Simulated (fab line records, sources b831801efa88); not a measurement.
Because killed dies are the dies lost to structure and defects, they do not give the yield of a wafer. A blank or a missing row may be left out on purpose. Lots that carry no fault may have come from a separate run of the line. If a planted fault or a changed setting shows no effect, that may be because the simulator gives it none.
Which tool is to blame? :: flow gf180mcu :: 42 wafers from 14 lots sampled at 2 of the route's 602 steps

WHAT THE GAUGES SHOWED, per wafer
GF_VT_IMPLANT_OVL_MEAS_07. Usual: VT_IMPLANT_OVL gives -0.8 nm (standard deviation 1.5).
lot: L889
measured: day 5 14:22
on: overlay-01
VT_IMPLANT_OVL (nm): 0.5 -1.0 -1.3
flag: 

lot: L890
measured: day 5 20:23
on: overlay-01
VT_IMPLANT_OVL (nm): 1.9 0.4 0.9
flag: 

lot: L891
measured: day 6 05:16
on: overlay-02
VT_IMPLANT_OVL (nm): 1.1 -0.8 -1.2
flag: 

lot: L893
measured: day 6 14:26
on: overlay-02
VT_IMPLANT_OVL (nm): 0.7 0.3 -1.0
flag: 

lot: L894
measured: day 7 00:28
on: overlay-02
VT_IMPLANT_OVL (nm): -0.2 0.7 0.0
flag: 

lot: L895
measured: day 7 05:13
on: overlay-01
VT_IMPLANT_OVL (nm): -0.5 -1.3 -1.1
flag: 

lot: L896
measured: day 7 11:47
on: overlay-01
VT_IMPLANT_OVL (nm): 0.4 0.3 1.7
flag: 

lot: L897
measured: day 7 17:30
on: overlay-01
VT_IMPLANT_OVL (nm): 0.7 0.1 -0.3
flag: 

lot: L898
measured: day 8 00:14
on: overlay-02
VT_IMPLANT_OVL (nm): 1.2 0.0 -0.5
flag: 

lot: L899
measured: day 8 04:53
on: overlay-01
VT_IMPLANT_OVL (nm): -3.0 -1.2 -1.8
flag: 

lot: L902
measured: day 9 00:46
on: overlay-02
VT_IMPLANT_OVL (nm): -1.3 -1.9 -2.1
flag: 

lot: L903
measured: day 9 05:57
on: overlay-02
VT_IMPLANT_OVL (nm): -3.1 -2.9 -3.3
flag: 

lot: L911
measured: day 11 05:51
on: overlay-02
VT_IMPLANT_OVL (nm): -1.7 -1.1 0.3
flag: 

lot: L912
measured: day 11 12:00
on: overlay-01
VT_IMPLANT_OVL (nm): -1.6 -2.3 -1.3
flag: 

GF_POLY_GATE_CD_MEAS_10: the cd target is 280 nm. Usual: 280.1 nm for cd-nm, sd 1.3.
lot: L889
measured: day 9 04:46
on: cd-sem-02
cd-nm (nm): 277.0 276.5 277.3
flag: 

lot: L890
measured: day 9 11:18
on: cd-sem-01
cd-nm (nm): 278.5 278.7 278.5
flag: 

lot: L891
measured: day 9 21:02
on: cd-sem-01
cd-nm (nm): 280.1 281.1 280.0
flag: 

lot: L893
measured: day 10 10:23
on: cd-sem-01
cd-nm (nm): 279.1 279.7 279.1
flag: 

lot: L894
measured: day 10 21:31
on: cd-sem-01
cd-nm (nm): 279.2 278.6 277.7
flag: 

lot: L895
measured: day 11 03:38
on: cd-sem-01
cd-nm (nm): 281.5 279.4 280.7
flag: 

lot: L896
measured: day 11 10:51
on: cd-sem-01
cd-nm (nm): 281.8 282.4 282.0
flag: 

lot: L897
measured: day 11 15:35
on: cd-sem-02
cd-nm (nm): 279.8 280.1 281.0
flag: 

lot: L898
measured: day 11 22:54
on: cd-sem-01
cd-nm (nm): 281.4 281.0 281.4
flag: 

lot: L899
measured: day 12 05:58
on: cd-sem-01
cd-nm (nm): 279.8 279.9 279.0
flag: 

lot: L902
measured: day 13 02:28
on: cd-sem-02
cd-nm (nm): 280.5 281.4 280.0
flag: 

lot: L903
measured: day 13 07:39
on: cd-sem-01
cd-nm (nm): 280.9 281.8 281.6
flag: 

lot: L911
measured: day 15 20:11
on: cd-sem-01
cd-nm (nm): 280.0 280.5 280.2
flag: 

lot: L912
measured: day 15 23:01
on: cd-sem-02
cd-nm (nm): 281.8 282.0 281.0
flag: 

WHICH TOOL RAN EACH LOT (tool, then ch and the chambers of the sampled wafers, then the start)
No process step before these readings appears in the record.

AS READ BY THE TOOLS THEMSELVES (means over the sampled wafers that have a number; for cases with no such wafer, the mark the record gives instead)
The record holds no such reading with a usual standard deviation.

THE ANSWER, worked out from the rows above alone
Rule: a lot counts as off when the mean over its wafers that have a number is more than 3 standard deviations away from the usual mean. A lot without any number at a reading at which 4 lots or more have one is off too. The other lots that the step has rows for count as sound. First the gauges in route order, then the tools' own readings, where a lot's mean is used as printed above. At the first step where some lot is off, the reading lying furthest off is the one used; lots without a number count as furthest.
Across all readings shown, no lot is off: no conclusion can be drawn from this.

WHAT THE SIMULATOR HAD PUT IN
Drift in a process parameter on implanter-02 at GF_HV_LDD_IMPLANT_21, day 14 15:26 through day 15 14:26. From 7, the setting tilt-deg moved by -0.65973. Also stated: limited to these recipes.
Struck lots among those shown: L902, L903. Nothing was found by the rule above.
